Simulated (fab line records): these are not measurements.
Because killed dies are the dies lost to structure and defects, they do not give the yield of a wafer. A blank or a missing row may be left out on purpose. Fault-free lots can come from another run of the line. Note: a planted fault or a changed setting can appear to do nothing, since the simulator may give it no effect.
The tool behind it: which one?	flow gf180mcu	39 wafers from 13 lots sampled at 3 of the route's 602 steps

WHAT THE GAUGES SHOWED, per wafer
GF_CONTACT_THK_MEAS_01.
lot	measured	on	CONTACT_CVD_00_THK (nm)
L592	day 15 02:56	film metro-02	303.4 296.8 296.2
L593	day 15 08:52	film metro-02	301.7 303.3 303.3
L594	day 15 17:40	film metro-02	295.6 297.8 302.4
L595	day 16 06:24	film metro-03	300.5 302.2 300.4
L596	day 16 16:44	film metro-02	297.2 295.4 295.8
L597	day 16 23:18	film metro-02	305.4 301.2 300.5
L598	day 17 08:49	film metro-03	299.1 295.9 299.2
L600	day 18 02:28	film metro-04	298.8 297.9 297.5
L603	day 19 04:59	film metro-04	300.5 299.7 298.2
L606	day 20 02:22	film metro-02	297.9 296.1 295.3
L607	day 20 17:34	film metro-03	299.8 298.5 297.6
L609	day 21 08:10	film metro-04	302.8 301.2 299.6
L614	day 23 00:43	film metro-04	301.0 297.6 302.5

GF_V1_THK_MEAS_01.
lot	measured	on	V1_CVD_00_THK (nm)
L592	day 17 01:55	film metro-04	613 606 601
L593	day 17 08:19	film metro-04	605 595 602
L594	day 17 20:26	film metro-01	593 592 593
L595	day 18 07:22	film metro-04	601 593 605
L596	day 18 20:29	film metro-03	597 595 601
L597	day 19 01:06	film metro-04	587 594 594
L598	day 19 11:49	film metro-01	604 591 590
L600	day 20 04:53	film metro-03	595 589 598
L603	day 21 08:41	film metro-04	600 592 599
L606	day 22 05:49	film metro-01	584 595 592
L607	day 22 20:47	film metro-03	592 592 588
L609	day 23 09:57	film metro-01	598 595 593
L614	day 25 01:25	film metro-01	591 592 585

GF_V1_THK_MEAS_03.
lot	measured	on	V1_CVD_02_THK (nm)
L592	day 17 02:03	film metro-01	828 849 864
L593	day 17 08:26	film metro-03	841 833 853
L594	day 17 20:34	film metro-03	854 848 856
L595	day 18 07:30	film metro-01	866 865 846
L596	day 18 20:37	film metro-01	839 844 840
L597	day 19 01:14	film metro-04	835 848 839
L598	day 19 11:57	film metro-04	863 864 861
L600	day 20 05:01	film metro-01	848 862 851
L603	day 21 08:49	film metro-01	851 844 863
L606	day 22 05:57	film metro-03	829 836 835
L607	day 22 20:55	film metro-01	832 828 839
L609	day 23 10:05	film metro-04	850 861 851
L614	day 25 01:32	film metro-01	846 842 862

EACH LOT AND THE TOOL THAT RAN IT (in order: tool; ch and the chambers of the sampled wafers; start)
The record shows no process step preceding these readings.

AS READ BY THE TOOLS THEMSELVES (means over the sampled wafers that have a number; for cases with no such wafer, the mark the record gives instead)
The record holds no such reading with a usual standard deviation.

THE ANSWER, worked out from the rows above alone
Rule: the lots themselves supply what counts as usual. The widest of any qualifying gaps counts: lots, ordered by their means at a reading, are off when they make up no more than a third of the lots, leave a main group of 4 or more, and stand apart from it by 3 or more times the standard deviation of that group's means. A main group whose means are all the same, to the digits that the tables above print for the reading, isn't used. A lot without any number at a reading at which 4 lots or more have one is off too. Any other lot the step has rows for is counted as sound. The gauges are gone through in route order, then the tools' own readings, and for those a lot's mean is taken as printed above. The first step at which some lot is off is used, and at that step the reading that is off furthest; a lot without a number counts as furthest.
No lot is off on any of the readings shown, so nothing can be concluded from this.

WHAT THE SIMULATOR HAD INSERTED
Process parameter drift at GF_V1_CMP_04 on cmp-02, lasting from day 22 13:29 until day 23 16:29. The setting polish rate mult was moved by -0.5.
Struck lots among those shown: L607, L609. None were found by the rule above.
